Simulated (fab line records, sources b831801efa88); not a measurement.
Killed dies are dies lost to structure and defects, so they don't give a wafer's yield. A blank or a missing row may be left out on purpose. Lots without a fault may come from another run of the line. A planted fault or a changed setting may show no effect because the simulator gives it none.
fab line records | flow gf180mcu
record lots=5 wafers=15 last_day=34
route steps=602 shown CONTACT@292 M1@315
lots that met no fault: from a run of the same line without faults
start_h: hours from the record's first day to the start of the lot's first wafer shown | wait_h: hours since the lot's step before | " the same as in the row above | L1.1+2: a row that stands for several wafers | - no value, or no start given | * or withheld: withheld | < > ~ a bound
route shown NAME@n: a module of which the file shows steps, and the number in the route of the first | usual: mean/standard deviation of fault-free wafers | same: alike in all rows | chamber/n: place in a boat | sites: the reading at each site | _std_site: their standard deviation | _edge_site: outer sites' mean less inner sites' | radius_mm: how far each site lies from the wafer's centre | mask NAME#n: copy n | behind: the tool/chamber that last shaped the wafer | hold: why the lot was held/for how many hours/how that ended | device: the transistor (n, p or np) that didn't switch | end of line: the same wafers' tests at the end of the route | a step without rows: its recipe alone | killed: dies lost to structure and defects at the first sort, not the wafer's yield | map: a wafer's dies, x killed, . not, _ none there
set.NAME: the setting as run; set.NAME@STEP: as run at that earlier step | model.NAME: the simulator's own value behind a step, which no gauge read
lots at some steps of the route; a table a step, a row a wafer
services: from which hour (start_h, from the record's first day; less than 0 if before it) a tool's chamber was out of use, for how many hours, and why
## steps
# step GF_CONTACT_BOW_MEAS_05
# recipe mode=bow
# usual CONTACT_BOW=66/7.3
# columns lot.wafer tool chamber start_h wait_h CONTACT_BOW[um]
L075.4 film_metro-03 - 327.38 0.3 70
L075.5 " - " " 81
L075.6 " - " " 64
L084.1 film_metro-02 - 433.27 0.1 48
L084.5 " - " " 60
L084.6 " - " " 65
L092.3 film_metro-04 - 509.22 0.1 60
L092.4 " - " " 60
L092.6 " - " " 59
L093.1 film_metro-04 - 527.29 0.1 68
L093.3 " - " " 71
L093.4 " - " " 70
L095.1 film_metro-04 - 535.07 0.2 74
L095.5 " - " " 61
L095.6 " - " " 75
# step GF_CONTACT_DEHYDRATE_06
# recipe temp_c=200 time_s=60
# columns lot.wafer tool chamber start_h wait_h
L075.4+5+6 litho_track-03 0 336.96 9.6
L084.1+5+6 litho_track-03 0 444.69 11.4
L092.3+4+6 litho_track-03 0 520.63 11.4
L093.1+3+4 litho_track-04 0 537.93 10.6
L095.1+5+6 litho_track-02 0 546.00 10.9
# step GF_CONTACT_HMDS_07
# recipe prime_time_s=60 prime_temp_c=120
# columns lot.wafer tool chamber start_h wait_h
L075.4+5+6 litho_track-03 0 337.11 0.1
L084.1+5+6 litho_track-03 0 444.84 0.1
L092.3+4+6 litho_track-03 0 520.78 0.1
L093.1+3+4 litho_track-04 0 538.08 0.1
L095.1+5+6 litho_track-02 0 546.15 0.1
# step GF_CONTACT_COAT_08
# recipe resist=BARC temp_c=withheld time_s=withheld spin_rpm=withheld resist_thk_nm=withheld
# usual dispense_pressure_kPa=50/3.5
# columns lot.wafer tool chamber start_h wait_h dispense_pressure_kPa
L075.4 litho_track-03 0 337.26 0.1 52
L075.5 " 0 " " 52
L075.6 " 0 " " 52
L084.1 litho_track-03 0 444.99 0.1 52
L084.5 " 0 " " 52
L084.6 " 0 " " 52
L092.3 litho_track-03 0 520.93 0.1 52
L092.4 " 0 " " 52
L092.6 " 0 " " 52
L093.1 litho_track-04 0 538.23 0.1 44
L093.3 " 0 " " 44
L093.4 " 0 " " 44
L095.1 litho_track-02 0 546.30 0.1 52
L095.5 " 0 " " 52
L095.6 " 0 " " 52
# step GF_CONTACT_COAT_09
# recipe resist=KrF spin_rpm=withheld resist_thk_nm=1000
# usual dispense_pressure_kPa=50/3.5
# columns lot.wafer tool chamber start_h wait_h dispense_pressure_kPa
L075.4 litho_track-03 0 - - 52
L075.5 " 0 " " 52
L075.6 " 0 " " 52
L084.1 litho_track-03 0 - - 52
L084.5 " 0 " " 52
L084.6 " 0 " " 52
L092.3 litho_track-03 0 - - 52
L092.4 " 0 " " 52
L092.6 " 0 " " 52
L093.1 litho_track-04 0 - - 44
L093.3 " 0 " " 44
L093.4 " 0 " " 44
L095.1 litho_track-02 0 - - 52
L095.5 " 0 " " 52
L095.6 " 0 " " 52
# step GF_CONTACT_SOFTBAKE_10
# recipe temp_c=130 time_s=60 resist=KrF
# columns lot.wafer tool chamber start_h wait_h
L075.4+5+6 litho_track-03 0 - -
L084.1+5+6 litho_track-03 0 - -
L092.3+4+6 litho_track-03 0 - -
L093.1+3+4 litho_track-04 0 - -
L095.1+5+6 litho_track-02 0 - -
# step GF_CONTACT_EXPOSE_11
# recipe mask_id=Contact target_cd_nm=220 na=0.68 source_shape=conventional sigma_outer=0.6 dose_mj=38
# columns lot.wafer tool chamber start_h wait_h mask
L075.4+5+6 krf_scanner-01 0 - - Contact#0
L084.1+5+6 krf_scanner-01 0 - - Contact#0
L092.3+4+6 krf_scanner-02 0 - - Contact#0
L093.1+3+4 krf_scanner-02 0 - - Contact#0
L095.1+5+6 krf_scanner-02 0 - - Contact#0
# step GF_CONTACT_PEB_12
# recipe peb_temp_c=135 peb_time_s=90 resist=KrF
# columns lot.wafer tool chamber start_h wait_h
L075.4+5+6 litho_track-02 0 - -
L084.1+5+6 litho_track-04 0 - -
L092.3+4+6 litho_track-02 0 - -
L093.1+3+4 litho_track-02 0 - -
L095.1+5+6 litho_track-03 0 - -
# step GF_CONTACT_DEVELOP_13
# recipe develop_time_s=60 resist=KrF dev_temp_c=21
# columns lot.wafer tool chamber start_h wait_h
L075.4+5+6 litho_track-02 0 348.27 0.1
L084.1+5+6 litho_track-04 0 458.18 0.2
L092.3+4+6 litho_track-02 0 532.45 0.1
L093.1+3+4 litho_track-02 0 549.35 0.2
L095.1+5+6 litho_track-03 0 557.33 0.2
# step GF_CONTACT_CD_MEAS_14
# recipe target_cd_nm=220
# usual cd_nm=220.2/1.6
# columns lot.wafer tool chamber start_h wait_h cd_nm
L075.4 cd_sem-02 - 348.41 0.1 220.9
L075.5 " - " " 219.7
L075.6 " - " " 220.1
L084.1 cd_sem-01 - 458.33 0.1 219.0
L084.5 " - " " 219.7
L084.6 " - " " 219.1
L092.3 cd_sem-02 - 532.59 0.1 218.5
L092.4 " - " " 217.7
L092.6 " - " " 218.1
L093.1 cd_sem-02 - 549.50 0.1 219.6
L093.3 " - " " 218.4
L093.4 " - " " 218.9
L095.1 cd_sem-02 - 557.48 0.1 220.6
L095.5 " - " " 220.8
L095.6 " - " " 221.3
# step GF_CONTACT_OVL_MEAS_15
# usual CONTACT_OVL=-1/4.9
# columns lot.wafer tool chamber start_h wait_h CONTACT_OVL[nm]
L075.4 overlay-02 - 348.49 0.1 -6
L075.5 " - " " -7
L075.6 " - " " -3
L084.1 overlay-01 - 458.45 0.1 -3
L084.5 " - " " -4
L084.6 " - " " 3
L092.3 overlay-01 - 532.68 0.1 -10
L092.4 " - " " -6
L092.6 " - " " -12
L093.1 overlay-02 - 549.62 0.1 4
L093.3 " - " " 4
L093.4 " - " " -2
L095.1 overlay-02 - 557.60 0.1 6
L095.5 " - " " 3
L095.6 " - " " 5
# step GF_CONTACT_ETCH_16
# recipe chemistry=N2/H2 target_depth_a=withheld overetch_a=withheld time_s=withheld target=BARC ion_energy_ev=200 source_w=500 bias_w=100 pressure_mtorr=30 n2_flow_sccm=100 h2_flow_sccm=200
# usual drypump_motor_current_A=5.8/0.52 oes_product_au=0.855/0.0051 throttle_valve_pct=13.224/0.0094
# columns lot.wafer tool chamber start_h wait_h drypump_motor_current_A oes_product_au throttle_valve_pct
L075.4 rie_diel-01 1 348.51 0.0 4.7 0.856 13.219
L075.5 " 1 " " 4.7 0.861 13.230
L075.6 " 2 " " 5.7 0.849 13.226
L084.1 rie_diel-02 1 458.49 0.0 5.8 0.856 13.231
L084.5 " 2 " " 6.2 0.856 13.222
L084.6 " 3 " " 5.5 0.857 13.211
L092.3 rie_diel-01 1 532.70 0.0 4.7 0.856 13.221
L092.4 " 2 " " 5.8 0.853 13.213
L092.6 " 3 " " 5.7 0.855 13.218
L093.1 rie_diel-03 1 549.65 0.0 6.4 0.850 13.216
L093.3 " 0 " " 6.3 0.850 13.237
L093.4 " 1 " " 6.4 0.845 13.231
L095.1 rie_diel-03 1 557.64 0.0 6.4 0.853 13.222
L095.5 " 3 " " 6.0 0.853 13.219
L095.6 " 2 " " 5.1 0.851 13.228
# step GF_CONTACT_ETCH_17
# recipe chemistry=C4F8/O2/Ar mask_material=KrF target=SiO2 stop_on=CoSi2 source_w=1500 bias_w=1200 pressure_mtorr=40 c4f8_flow_sccm=withheld O2_flow_sccm=6 Ar_flow_sccm=300 time_s=withheld target_depth_a=8600
# usual oes_product_au=0.814/0.0045
# columns lot.wafer tool chamber start_h wait_h oes_product_au
L075.4 rie_diel-01 1 - - 0.814
L075.5 " 1 " " 0.817
L075.6 " 2 " " 0.815
L084.1 rie_diel-02 1 - - 0.813
L084.5 " 2 " " 0.814
L084.6 " 3 " " 0.813
L092.3 rie_diel-01 1 - - 0.812
L092.4 " 2 " " 0.819
L092.6 " 3 " " 0.812
L093.1 rie_diel-03 1 - - 0.816
L093.3 " 0 " " 0.820
L093.4 " 1 " " 0.812
L095.1 rie_diel-03 1 - - 0.813
L095.5 " 3 " " 0.819
L095.6 " 2 " " 0.805
# step GF_CONTACT_STRIP_18
# recipe chemistry=O2/N2 power_w=1400 pressure_mtorr=1500 platen_temp_c=250 o2_flow_sccm=3000 n2_flow_sccm=300 overash_fraction=0.5
# usual drypump_motor_current_A=5.8/0.3 heater_power_w=302/35 oes_product_au=0.580/0.0049
# columns lot.wafer tool chamber start_h wait_h drypump_motor_current_A heater_power_w oes_product_au rf_hours_counter_h
L075.4 plasma_asher-02 1 348.70 - 6.1 336 0.582 -
L075.5 " 1 " " 6.1 333 0.577 -
L075.6 " 0 " " 5.9 304 0.573 -
L084.1 plasma_asher-03 0 458.65 - 5.8 261 0.579 57
L084.5 " 0 " " 5.8 257 0.573 -
L084.6 " 1 " " 5.4 257 0.581 -
L092.3 plasma_asher-03 0 532.90 - 5.8 260 0.577 -
L092.4 " 1 " " 5.3 257 0.575 -
L092.6 " 1 " " 5.4 265 0.579 -
L093.1 plasma_asher-02 1 549.82 - 6.1 323 0.579 101
L093.3 " 1 " " 6.1 328 0.576 -
L093.4 " 0 " " 5.9 301 0.582 -
L095.1 plasma_asher-03 0 557.80 - 5.8 250 0.581 67
L095.5 " 1 " " 5.4 258 0.586 -
L095.6 " 0 " " 5.8 255 0.580 -
# step GF_CONTACT_CLEAN_19
# recipe chemistry=SPM
# columns lot.wafer tool chamber start_h wait_h
L075.4+5+6 wet_bench-01 3 348.77 0.0
L084.1+5+6 wet_bench-04 0 458.75 0.1
L092.3+4+6 wet_bench-01 3 532.97 0.0
L093.1+3+4 wet_bench-01 0 549.92 0.1
L095.1+5+6 wet_bench-01 3 557.90 0.1
# step GF_CONTACT_CLEAN_20
# recipe chemistry=DIW
# columns lot.wafer tool chamber start_h wait_h
L075.4+5+6 wet_bench-04 2 348.87 0.0
L084.1+5+6 wet_bench-02 2 458.84 0.0
L092.3+4+6 wet_bench-02 0 533.15 0.0
L093.1+3+4 wet_bench-01 2 550.01 0.0
L095.1+5+6 wet_bench-02 1 557.99 0.0
# step GF_CONTACT_CLEAN_21
# recipe chemistry=dHF time_s=20 dilution=100:1 dry=ipa_marangoni
# columns lot.wafer tool chamber start_h wait_h
L075.4+5+6 wet_bench-01 2 348.96 0.0
L084.1+5+6 wet_bench-04 2 458.94 0.0
L092.3+4+6 wet_bench-01 0 533.25 0.0
L093.1+3+4 wet_bench-04 0 550.10 0.0
L095.1+5+6 wet_bench-01 1 558.09 0.0
# step GF_CONTACT_SPUTTER_22
# recipe material=Ti target_thk_nm=15 chamber_pressure_pa=5 power_w=2500 substrate_temp_c=200 time_s=80.02
# usual throttle_valve_pct=30.2/0.8
# columns lot.wafer tool chamber start_h wait_h throttle_valve_pct
L075.4 pvd_sputter-01 - 348.98 0.0 29.7
L075.5 " - " " 28.4
L075.6 " - " " 29.5
L084.1 pvd_sputter-04 - 458.95 0.0 30.2
L084.5 " - " " 30.2
L084.6 " - " " 31.1
L092.3 pvd_sputter-03 - 533.28 0.0 31.0
L092.4 " - " " 28.9
L092.6 " - " " 30.6
L093.1 pvd_sputter-01 - 550.11 0.0 29.7
L093.3 " - " " 28.8
L093.4 " - " " 30.0
L095.1 pvd_sputter-04 - 558.11 0.0 30.2
L095.5 " - " " 31.3
L095.6 " - " " 30.2
# step GF_CONTACT_SPUTTER_23
# recipe material=TiN target_thk_nm=10 chamber_pressure_pa=5 power_w=4000 time_s=40
# usual throttle_valve_pct=30.2/0.81
# columns lot.wafer tool chamber start_h wait_h throttle_valve_pct
L075.4 pvd_sputter-01 - 349.04 0.0 29.7
L075.5 " - " " 28.8
L075.6 " - " " 30.1
L084.1 pvd_sputter-04 - 459.01 0.0 30.7
L084.5 " - " " 30.3
L084.6 " - " " 31.2
L092.3 pvd_sputter-03 - 533.34 0.0 30.8
L092.4 " - " " 29.0
L092.6 " - " " 30.4
L093.1 pvd_sputter-01 - 550.17 0.0 29.7
L093.3 " - " " 28.6
L093.4 " - " " 30.0
L095.1 pvd_sputter-04 - 558.17 0.0 30.4
L095.5 " - " " 31.2
L095.6 " - " " 30.1
# step GF_CONTACT_CVD_24
# recipe material=W target_thk_nm=300 time_s=90.339 temp_c=400 pressure_torr=40
# usual heater_power_w=881/98
# columns lot.wafer tool chamber start_h wait_h heater_power_w since_wet_clean_h
L075.4 cvd_w-01 0 349.11 0.1 947 -
L075.5 " 0 " " 971 -
L075.6 " 1 " " 1059 -
L084.1 cvd_w-02 1 459.05 0.0 771 555
L084.5 " 1 " " 787 -
L084.6 " 1 " " 779 -
L092.3 cvd_w-02 1 533.41 0.1 803 -
L092.4 " 0 " " 790 -
L092.6 " 1 " " 783 -
L093.1 cvd_w-02 1 550.21 0.0 771 646
L093.3 " 1 " " 802 -
L093.4 " 0 " " 821 -
L095.1 cvd_w-02 0 558.21 0.0 822 654
L095.5 " 1 " " 780 -
L095.6 " 0 " " 834 -
# step GF_CONTACT_RS_MEAS_25
# recipe thk_meas_gauge=four-point-probe reads=W_of_CONTACT_CVD_24+TiN_of_CONTACT_SPUTTER_23+Ti_of_CONTACT_SPUTTER_22
# usual CONTACT_W_RS=0.382/0.0072
# columns lot.wafer tool chamber start_h wait_h CONTACT_W_RS[ohm/sq]
L075.4 film_metro-02 - 349.24 0.1 0.399
L075.5 " - " " 0.390
L075.6 " - " " 0.383
L084.1 film_metro-03 - 459.25 0.2 0.390
L084.5 " - " " 0.392
L084.6 " - " " 0.389
L092.3 film_metro-02 - 533.52 0.1 0.385
L092.4 " - " " 0.387
L092.6 " - " " 0.386
L093.1 film_metro-02 - 550.31 0.1 0.387
L093.3 " - " " 0.385
L093.4 " - " " 0.393
L095.1 film_metro-04 - 558.31 0.1 0.386
L095.5 " - " " 0.383
L095.6 " - " " 0.383
# step GF_CONTACT_THK_MEAS_26
# recipe thk_meas_gauge=xrf reads=W_of_CONTACT_CVD_24
# usual CONTACT_W_THK=303/6.1
# columns lot.wafer tool chamber start_h wait_h CONTACT_W_THK[nm]
L075.4 film_metro-02 - 349.33 0.1 290
L075.5 " - " " 293
L075.6 " - " " 299
L084.1 film_metro-03 - 459.37 0.1 298
L084.5 " - " " 295
L084.6 " - " " 300
L092.3 film_metro-02 - 533.62 0.1 297
L092.4 " - " " 297
L092.6 " - " " 298
L093.1 film_metro-02 - 550.43 0.1 297
L093.3 " - " " 300
L093.4 " - " " 292
L095.1 film_metro-04 - 558.43 0.1 298
L095.5 " - " " 301
L095.6 " - " " 300
# step GF_CONTACT_CMP_27
# recipe stop_on=SiO2 down_force_psi=3.5 platen_rpm=60 t_overpolish_s=15 target_thk_nm=0 pad_velocity_m_s=0.94248
# usual motor_current_A=11.1/0.97 overpolish_run_s=14.999/0.0083 slurry_flow_ml_min=150.1/0.49 time_to_endpoint_s=70/3.6
# columns lot.wafer tool chamber start_h wait_h motor_current_A overpolish_run_s slurry_flow_ml_min time_to_endpoint_s
L075.4 cmp-01 0 349.46 0.1 11.9 15.004 151.3 71
L075.5 " 2 " " 9.9 14.992 149.8 69
L075.6 " 3 " " 10.2 14.994 150.0 73
L084.1 cmp-01 1 459.53 0.1 11.8 14.987 150.2 64
L084.5 " 3 " " 9.7 15.000 150.3 66
L084.6 " 0 " " 11.5 14.994 150.0 72
L092.3 cmp-02 3 533.66 0.0 11.0 15.008 149.8 71
L092.4 " 0 " " 12.2 15.004 150.4 68
L092.6 " 3 " " 10.6 15.011 150.7 69
L093.1 cmp-02 2 550.49 0.1 10.0 15.003 150.0 68
L093.4 " 3 " " 10.7 14.995 149.4 73
L093.3 " 1 " " 11.0 14.998 149.5 72
L095.1 cmp-01 1 558.59 0.1 10.7 14.996 150.1 67
L095.5 " 3 " " 10.4 15.003 150.2 68
L095.6 " 0 " " 12.0 14.995 150.0 71
# step GF_M1_SPUTTER_00
# recipe material=Ti target_thk_nm=37.5 arriving_ion_energy_ev=80 substrate_temp_c=200 chamber_pressure_pa=2 power_w=4000 time_s=150
# usual throttle_valve_pct=29.9/0.66
# columns lot.wafer tool chamber start_h wait_h throttle_valve_pct
L075.4 pvd_sputter-04 - 349.66 0.1 30.4
L075.5 " - " " 30.1
L075.6 " - " " 29.6
L084.1 pvd_sputter-02 - 459.73 0.1 29.4
L084.5 " - " " 29.3
L084.6 " - " " 29.4
L092.3 pvd_sputter-01 - 533.96 0.2 29.8
L092.4 " - " " 28.8
L092.6 " - " " 29.1
L093.1 pvd_sputter-04 - 550.79 0.2 29.5
L093.3 " - " " 30.5
L093.4 " - " " 30.4
L095.1 pvd_sputter-02 - 558.79 0.1 29.7
L095.5 " - " " 29.4
L095.6 " - " " 29.5
# step GF_M1_SPUTTER_01
# recipe material=TiN target_thk_nm=30 power_w=6500 time_s=25 chamber_pressure_pa=0.4
# usual throttle_valve_pct=29.9/0.66
# columns lot.wafer tool chamber start_h wait_h throttle_valve_pct
L075.4 pvd_sputter-04 - 349.76 0.1 30.4
L075.5 " - " " 30.4
L075.6 " - " " 29.5
L084.1 pvd_sputter-02 - 459.83 0.1 29.8
L084.5 " - " " 29.4
L084.6 " - " " 29.8
L092.3 pvd_sputter-01 - 534.06 0.1 29.8
L092.4 " - " " 28.9
L092.6 " - " " 29.4
L093.1 pvd_sputter-04 - 550.89 0.1 29.5
L093.3 " - " " 30.6
L093.4 " - " " 30.5
L095.1 pvd_sputter-02 - 558.89 0.1 29.5
L095.5 " - " " 29.2
L095.6 " - " " 29.5
# step GF_M1_SPUTTER_02
# recipe material=AlCu target_thk_nm=450 power_w=10600 time_s=23.9 chamber_pressure_pa=0.4
# usual throttle_valve_pct=29.9/0.67
# columns lot.wafer tool chamber start_h wait_h throttle_valve_pct
L075.4 pvd_sputter-04 - 349.79 0.0 30.5
L075.5 " - " " 30.4
L075.6 " - " " 29.3
L084.1 pvd_sputter-02 - 459.86 0.0 29.8
L084.5 " - " " 29.3
L084.6 " - " " 29.7
L092.3 pvd_sputter-01 - 534.09 0.0 30.0
L092.4 " - " " 28.7
L092.6 " - " " 29.2
L093.1 pvd_sputter-04 - 550.92 0.0 29.3
L093.3 " - " " 30.6
L093.4 " - " " 30.2
L095.1 pvd_sputter-02 - 558.92 0.0 29.5
L095.5 " - " " 29.2
L095.6 " - " " 29.6
# step GF_M1_SPUTTER_03
# recipe material=Ti target_thk_nm=10 substrate_temp_c=300 chamber_pressure_pa=0.3 power_w=3000 time_s=6.7
# usual throttle_valve_pct=29.9/0.65
# columns lot.wafer tool chamber start_h wait_h throttle_valve_pct
L075.4 pvd_sputter-04 - 349.82 0.0 30.2
L075.5 " - " " 30.5
L075.6 " - " " 29.7
L084.1 pvd_sputter-02 - 459.89 0.0 29.7
L084.5 " - " " 29.5
L084.6 " - " " 29.7
L092.3 pvd_sputter-01 - 534.12 0.0 29.8
L092.4 " - " " 28.5
L092.6 " - " " 29.5
L093.1 pvd_sputter-04 - 550.95 0.0 29.4
L093.3 " - " " 30.6
L093.4 " - " " 30.2
L095.1 pvd_sputter-02 - 558.95 0.0 29.8
L095.5 " - " " 29.4
L095.6 " - " " 29.5
# step GF_M1_SPUTTER_04
# recipe material=TiN target_thk_nm=50 power_w=6500 time_s=41.7 chamber_pressure_pa=0.4
# usual throttle_valve_pct=29.9/0.68
# columns lot.wafer tool chamber start_h wait_h throttle_valve_pct
L075.4 pvd_sputter-04 - 349.84 0.0 30.6
L075.5 " - " " 30.3
L075.6 " - " " 29.6
L084.1 pvd_sputter-02 - 459.91 0.0 29.5
L084.5 " - " " 29.4
L084.6 " - " " 29.3
L092.3 pvd_sputter-01 - 534.14 0.0 29.9
L092.4 " - " " 28.7
L092.6 " - " " 29.4
L093.1 pvd_sputter-04 - 550.97 0.0 29.9
L093.3 " - " " 30.5
L093.4 " - " " 30.5
L095.1 pvd_sputter-02 - 558.97 0.0 29.6
L095.5 " - " " 29.5
L095.6 " - " " 29.6
# step GF_M1_RS_MEAS_05
# recipe thk_meas_gauge=four-point-probe reads=TiN_of_M1_SPUTTER_04+Ti_of_M1_SPUTTER_03+AlCu_of_M1_SPUTTER_02+TiN_of_M1_SPUTTER_01+Ti_of_M1_SPUTTER_00
# usual M1_ALCU_RS=0.0696/0.00084
# columns lot.wafer tool chamber start_h wait_h M1_ALCU_RS[ohm/sq]
L075.4 film_metro-01 - 349.94 0.1 0.0696
L075.5 " - " " 0.0691
L075.6 " - " " 0.0700
L084.1 film_metro-04 - 459.95 0.0 0.0702
L084.5 " - " " 0.0687
L084.6 " - " " 0.0688
L092.3 film_metro-01 - 534.22 0.1 0.0696
L092.4 " - " " 0.0696
L092.6 " - " " 0.0704
L093.1 film_metro-04 - 551.01 0.0 0.0705
L093.3 " - " " 0.0696
L093.4 " - " " 0.0703
L095.1 film_metro-02 - 559.01 0.0 0.0686
L095.5 " - " " 0.0681
L095.6 " - " " 0.0686
# step GF_M1_THK_MEAS_06
# recipe thk_meas_gauge=xrf reads=AlCu_of_M1_SPUTTER_02
# usual M1_ALCU_THK=446/5.8
# columns lot.wafer tool chamber start_h wait_h M1_ALCU_THK[nm]
L075.4 film_metro-01 - 350.03 0.1 444
L075.5 " - " " 451
L075.6 " - " " 443
L084.1 film_metro-04 - 460.07 0.1 438
L084.5 " - " " 449
L084.6 " - " " 447
L092.3 film_metro-01 - 534.32 0.1 447
L092.4 " - " " 448
L092.6 " - " " 443
L093.1 film_metro-04 - 551.13 0.1 435
L093.3 " - " " 442
L093.4 " - " " 440
L095.1 film_metro-02 - 559.13 0.1 452
L095.5 " - " " 455
L095.6 " - " " 453
# step GF_M1_DEHYDRATE_07
# recipe temp_c=200 time_s=60
# columns lot.wafer tool chamber start_h wait_h
L075.4+5+6 litho_track-04 0 359.71 9.7
L084.1+5+6 litho_track-02 0 471.40 11.3
L092.3+4+6 litho_track-01 0 544.82 10.5
L093.1+3+4 litho_track-04 0 561.48 10.3
L095.1+5+6 litho_track-04 0 569.33 10.2
# step GF_M1_HMDS_08
# recipe prime_time_s=60 prime_temp_c=120
# columns lot.wafer tool chamber start_h wait_h
L075.4+5+6 litho_track-04 0 359.86 0.1
L084.1+5+6 litho_track-02 0 471.55 0.1
L092.3+4+6 litho_track-01 0 544.97 0.1
L093.1+3+4 litho_track-04 0 561.63 0.1
L095.1+5+6 litho_track-04 0 569.48 0.1
# step GF_M1_COAT_09
# recipe resist=KrF spin_rpm=withheld resist_thk_nm=1000
# usual dispense_pressure_kPa=51/4.2
# columns lot.wafer tool chamber start_h wait_h dispense_pressure_kPa
L075.4 litho_track-04 0 360.01 0.1 44
L075.5 " 0 " " 44
L075.6 " 0 " " 44
L084.1 litho_track-02 0 471.70 0.1 52
L084.5 " 0 " " 52
L084.6 " 0 " " 52
L092.3 litho_track-01 0 545.12 0.1 54
L092.4 " 0 " " 54
L092.6 " 0 " " 54
L093.1 litho_track-04 0 561.78 0.1 44
L093.3 " 0 " " 44
L093.4 " 0 " " 44
L095.1 litho_track-04 0 569.63 0.1 44
L095.5 " 0 " " 44
L095.6 " 0 " " 44
# step GF_M1_SOFTBAKE_10
# recipe temp_c=130 time_s=60 resist=KrF
# columns lot.wafer tool chamber start_h wait_h
L075.4+5+6 litho_track-04 0 360.16 0.1
L084.1+5+6 litho_track-02 0 471.85 0.1
L092.3+4+6 litho_track-01 0 545.27 0.1
L093.1+3+4 litho_track-04 0 561.93 0.1
L095.1+5+6 litho_track-04 0 569.78 0.1
# step GF_M1_EXPOSE_11
# recipe mask_id=Metal1 target_cd_nm=230 na=0.68 source_shape=conventional sigma_outer=0.6 dose_mj=28
# columns lot.wafer tool chamber start_h wait_h mask
L075.4+5+6 krf_scanner-02 0 - - Metal1#0
L084.1+5+6 krf_scanner-01 0 - - Metal1#0
L092.3+4+6 krf_scanner-02 0 - - Metal1#0
L093.1+3+4 krf_scanner-02 0 - - Metal1#0
L095.1+5+6 krf_scanner-01 0 - - Metal1#0
# step GF_M1_PEB_12
# recipe peb_temp_c=135 peb_time_s=90 resist=KrF
# columns lot.wafer tool chamber start_h wait_h
L075.4+5+6 litho_track-01 0 - -
L084.1+5+6 litho_track-04 0 - -
L092.3+4+6 litho_track-01 0 - -
L093.1+3+4 litho_track-01 0 - -
L095.1+5+6 litho_track-02 0 - -
# step GF_M1_DEVELOP_13
# recipe develop_time_s=60 dev_temp_c=21
# columns lot.wafer tool chamber start_h wait_h
L075.4+5+6 litho_track-01 0 370.75 0.1
L084.1+5+6 litho_track-04 0 483.73 0.2
L092.3+4+6 litho_track-01 0 555.67 0.1
L093.1+3+4 litho_track-01 0 572.42 0.2
L095.1+5+6 litho_track-02 0 580.25 0.2
# step GF_M1_CD_MEAS_14
# recipe target_cd_nm=230
# usual cd_nm=229.6/1.1
# columns lot.wafer tool chamber start_h wait_h cd_nm
L075.4 cd_sem-02 - 370.88 0.1 228.6
L075.5 " - " " 228.9
L075.6 " - " " 229.6
L084.1 cd_sem-01 - 483.88 0.1 231.8
L084.5 " - " " 231.1
L084.6 " - " " 232.2
L092.3 cd_sem-02 - 555.81 0.1 229.0
L092.4 " - " " 229.3
L092.6 " - " " 229.6
L093.1 cd_sem-01 - 572.57 0.1 229.1
L093.3 " - " " 230.3
L093.4 " - " " 228.9
L095.1 cd_sem-02 - 580.40 0.1 228.3
L095.5 " - " " 228.7
L095.6 " - " " 229.3
# step GF_M1_OVL_MEAS_15
# usual M1_OVL=1/5.5
# columns lot.wafer tool chamber start_h wait_h M1_OVL[nm]
L075.4 overlay-01 - 370.96 0.1 -3
L075.5 " - " " -6
L075.6 " - " " -1
L084.1 overlay-01 - 484.00 0.1 1
L084.5 " - " " -4
L084.6 " - " " 5
L092.3 overlay-02 - 555.90 0.1 3
L092.4 " - " " 3
L092.6 " - " " 2
L093.1 overlay-02 - 572.69 0.1 -3
L093.3 " - " " 7
L093.4 " - " " 1
L095.1 overlay-01 - 580.52 0.1 7
L095.5 " - " " 5
L095.6 " - " " 10
# step GF_M1_METAL_ETCH_16
# recipe chemistry=Cl2/BCl3 mask_material=KrF target_depth_nm=627.5 stop_on=SiO2 pressure_mtorr=8 icp_w=800 bias_w=140 Cl2_flow_sccm=80 bcl3_flow_sccm=40 time_s=104.6
# usual drypump_motor_current_A=5.8/0.6 oes_product_au=0.972/0.007 throttle_valve_pct=28.250/0.01
# columns lot.wafer tool chamber start_h wait_h drypump_motor_current_A oes_product_au rf_hours_counter_h throttle_valve_pct
L075.4 rie_metal-04 1 371.09 0.1 5.3 0.978 - 28.243
L075.5 " 1 " " 5.2 0.967 - 28.240
L075.6 " 1 " " 5.3 0.974 - 28.274
L084.1 rie_metal-01 0 484.04 0.0 6.2 0.970 1 28.246
L084.5 " 0 " " 6.2 0.968 - 28.242
L084.6 " 1 " " 5.0 0.976 - 28.235
L092.3 rie_metal-02 0 555.96 0.1 6.4 0.971 - 28.255
L092.4 " 1 " " 6.4 0.969 - 28.242
L092.6 " 0 " " 6.4 0.970 - 28.248
L093.1 rie_metal-02 0 572.72 0.0 6.4 0.967 1 28.247
L093.3 " 0 " " 6.4 0.974 - 28.235
L093.4 " 1 " " 6.4 0.970 - 28.249
L095.1 rie_metal-01 1 580.55 0.0 5.0 0.974 11 28.220
L095.5 " 0 " " 6.3 0.976 - 28.246
L095.6 " 1 " " 5.0 0.978 - 28.241
## services
# columns tool chamber start_h hours kind
rie_diel-01 0 316.15 15.8 repair
krf_scanner-01 - 321.42 3.3 repair
rie_diel-03 1 335.03 4.2 repair
krf_scanner-02 - 345.90 0.1 repair
rie_diel-01 - 351.61 0.6 repair
rie_diel-01 1 352.19 13.2 repair
pvd_sputter-04 - 356.03 1.9 repair
krf_scanner-01 - 368.43 1.3 pm
krf_scanner-02 - 369.73 1.0 pm
krf_scanner-01 - 375.27 0.3 repair
rie_diel-01 3 384.53 11.5 repair
krf_scanner-01 - 408.57 0.8 pm
krf_scanner-02 - 413.59 1.3 pm
wet_bench-04 - 440.77 4.4 pm
krf_scanner-02 - 441.93 0.8 pm
cvd_w-02 0 458.17 6.9 repair
rie_diel-01 2 461.12 4.6 repair
rie_diel-01 - 476.06 0.2 repair
krf_scanner-01 - 480.01 1.0 pm
pvd_sputter-02 - 489.47 8.8 repair
rie_diel-03 1 499.63 6.7 repair
wet_bench-01 - 503.72 2.6 repair
krf_scanner-02 - 537.64 1.0 pm
pvd_sputter-01 - 553.23 11.6 repair
## key
fault none
